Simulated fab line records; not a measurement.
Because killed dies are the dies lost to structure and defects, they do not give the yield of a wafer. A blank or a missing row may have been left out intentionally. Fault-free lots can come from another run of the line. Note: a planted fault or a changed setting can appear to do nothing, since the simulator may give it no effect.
Problem report in the 8D (eight disciplines) form, filled by code    flow sfqLine    the parts of the form that need people (team, actions taken, sign-off) are left out

1. WHAT IS WRONG
Mean of timeToEndpointS at SFQ_TRILAYER_I1_CMP_CMP_046: 115 s across 5 wafers in 3 lots; on wafers with no fault it is 212 s (standard deviation 7.8). That puts it -12 standard deviations away from the usual mean.
The step: polishes SiO2.
Seen first at day 25 11:20 on cmp-01, wafer L401.1. The record has a number at this step for 43 wafers belonging to 15 lots. The rule behind "out" and "out of limits": a value lying over 4 standard deviations away from the usual mean. The other wafers with a number count as sound.

2. WHAT THIS IS AND IS NOT
question                     is                                      is not
which readings at this step  timeToEndpointS                         edgeZonePressureFrac, motorCurrentA, retainingRingPressureFrac, slurryFlowMlMin
which lots                   L401, L402, L404                        L397, L400, L408, L409, L410, L412, L413, L414, L415, L416, L417, L418
which wafers of those lots   L401.1, L401.4, L402.1, L404.1, L404.4  L402.3, L402.5
read on which tools          cmp-01                                  cmp-02
when                         from day 25 11:20                       up to then (6 sound wafers); but 32 sound wafers of L402, L408, L409, L410, L412, L413, L414, L415, L416, L417, L418 came after

3. SUSPECTS, AND WHAT RULES EACH OUT
Counting: a tool at a process step up to the reading stays a suspect if it ran every lot that is out. Sound lots after the first of them don't rule it out here, since some wafers of a struck lot are sound.
- cmp-01 at SFQ_TRILAYER_I1_CMP_CMP_046 (polishes SiO2): kept. It ran every lot that is out, first L401 (day 25 11:20); its last sound lot up to then is L400 (day 25 00:00). On those wafers its own readings are out: timeToEndpointS.
Left after counting: cmp-01 at SFQ_TRILAYER_I1_CMP_CMP_046.

4. THE CAUSE (what the simulator had put in)
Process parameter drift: cmp-01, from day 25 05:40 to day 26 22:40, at SFQ_TRILAYER_I1_CMP_CMP_046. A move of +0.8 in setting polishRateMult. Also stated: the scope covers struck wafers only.
This tool alone remained once counting was done.

5. SEQUENCE OF EFFECTS, ordered by route
Each row: a reading whose mean over the struck wafers that have a number lies more than 3 standard deviations from the usual. Only readings whose record carries a usual standard deviation are examined. hours: median over the lots of the time between each lot's start at the first step of this table that gives one and its start at this step. sigmas: the change, counted in usual standard deviations.
hours  step                         reading          usual  on struck wafers  change  sigmas
0      SFQ_TRILAYER_I1_CMP_CMP_046  timeToEndpointS  212 s  115               -97     -12
Here are the process steps it includes:
- SFQ_TRILAYER_I1_CMP_CMP_046: polishes SiO2.

6. WHAT WOULD HAVE CAUGHT IT SOONER
The fault began at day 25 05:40; the first out-of-limits reading in this record came at day 25 11:20, 6 hours later.
